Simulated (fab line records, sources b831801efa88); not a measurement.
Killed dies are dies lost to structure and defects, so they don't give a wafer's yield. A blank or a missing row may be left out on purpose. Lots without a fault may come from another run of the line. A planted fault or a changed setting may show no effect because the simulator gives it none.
Which tool did it? | flow gf180mcu | 12 lots, 36 wafers sampled, at 2 steps of a route of 602

WHAT THE GAUGES READ, wafer by wafer
GF_M5_CD_MEAS_07: target cd 280 nm.
lot  | measured     | on        | cd_nm (nm)
L864 | day 26 04:46 | cd_sem-02 | 279.8 279.9 279.3
L865 | day 26 19:31 | cd_sem-02 | 281.4 281.3 281.8
L866 | day 27 00:07 | cd_sem-02 | 280.2 280.0 280.8
L867 | day 27 05:55 | cd_sem-01 | 279.4 279.4 278.2
L869 | day 27 23:28 | cd_sem-02 | 278.5 278.9 279.1
L870 | day 28 10:22 | cd_sem-02 | 281.1 281.3 281.0
L871 | day 28 17:34 | cd_sem-01 | 279.6 278.7 279.0
L872 | day 28 21:13 | cd_sem-01 | 278.8 279.1 278.5
L874 | day 29 14:28 | cd_sem-02 | 280.0 278.8 280.3
L875 | day 29 17:40 | cd_sem-02 | 280.8 280.5 281.5
L876 | day 29 20:37 | cd_sem-01 | 277.5 278.4 278.8
L885 | day 32 06:44 | cd_sem-01 | 278.8 279.9 280.6

WHICH TOOL RAN EACH LOT (tool, then ch and the chambers of the sampled wafers, then the start)
lot  | GF_V1_ETCH_16
L864 | rie_diel-02 ch 0,2, day 18 02:20
L865 | rie_diel-02 ch 0,1,3, day 18 18:59
L866 | rie_diel-01 ch 1,2, day 18 22:58
L867 | rie_diel-01 ch 0,1,3, day 19 05:41
L869 | rie_diel-01 ch 0,1,3, day 20 01:17
L870 | rie_diel-03 ch 0,2,3, day 20 18:53
L871 | rie_diel-03 ch 0,1,3, day 21 00:44
L872 | rie_diel-03 ch 0,1,2, day 21 05:35
L874 | rie_diel-02 ch 1,2,3, day 22 03:23
L875 | rie_diel-02 ch 1,3, day 22 06:20
L876 | rie_diel-03 ch 0,1, day 22 09:53
L885 | rie_diel-01 ch 0,1, day 25 12:17
- GF_V1_ETCH_16: etches BARC in N2/H2.

WHAT THE TOOLS THEMSELVES READ (means of the sampled wafers that have a number; where no wafer has one, the mark that the record gives instead)
GF_V1_ETCH_16.
lot  | tool        | drypump_motor_current_A (A) | n2_flow_sccm (sccm) | oes_product_au (a.u.) | throttle_valve_pct (%)
L864 | rie_diel-02 | 6.4                         | 99.8                | 0.856                 | 13.230
L865 | rie_diel-02 | 5.8                         | 100.3               | 0.858                 | 13.226
L866 | rie_diel-01 | 5.9                         | 100.1               | 0.851                 | 13.223
L867 | rie_diel-01 | 5.9                         | 99.7                | 0.856                 | 13.230
L869 | rie_diel-01 | 5.9                         | 100.2               | 0.854                 | 13.230
L870 | rie_diel-03 | 5.2                         | 99.9                | 0.856                 | 13.224
L871 | rie_diel-03 | 5.3                         | 100.1               | 0.853                 | 13.225
L872 | rie_diel-03 | 5.3                         | 100.2               | 0.854                 | 13.223
L874 | rie_diel-02 | 6.0                         | 99.9                | 0.855                 | 13.221
L875 | rie_diel-02 | 5.8                         | 100.4               | 0.854                 | 13.224
L876 | rie_diel-03 | 5.1                         | 99.8                | 0.858                 | 13.226
L885 | rie_diel-01 | 6.1                         | 100.1               | 0.858                 | 13.225

THE ANSWER, worked out from the rows above alone
Rule: what is usual is taken from the lots themselves. Put in order of their means at a reading, lots are off if they are a third of the lots or fewer, leave a main group of 4 or more, and stand apart from it by a gap of 3 or more times the standard deviation of the main group's means; of several such gaps the widest counts. A main group whose means are all the same, to the digits that the tables above print for the reading, isn't used. A lot without any number at a reading at which 4 lots or more have one is off too. The other lots that the step has rows for count as sound. The gauges are gone through in route order, then the tools' own readings, and for those a lot's mean is taken as printed above. The first step at which some lot is off is used, and at that step the reading that is off furthest; a lot without a number counts as furthest.
No lot is off at any reading shown: from this, nothing can be told.

WHAT THE SIMULATOR HAD PUT IN
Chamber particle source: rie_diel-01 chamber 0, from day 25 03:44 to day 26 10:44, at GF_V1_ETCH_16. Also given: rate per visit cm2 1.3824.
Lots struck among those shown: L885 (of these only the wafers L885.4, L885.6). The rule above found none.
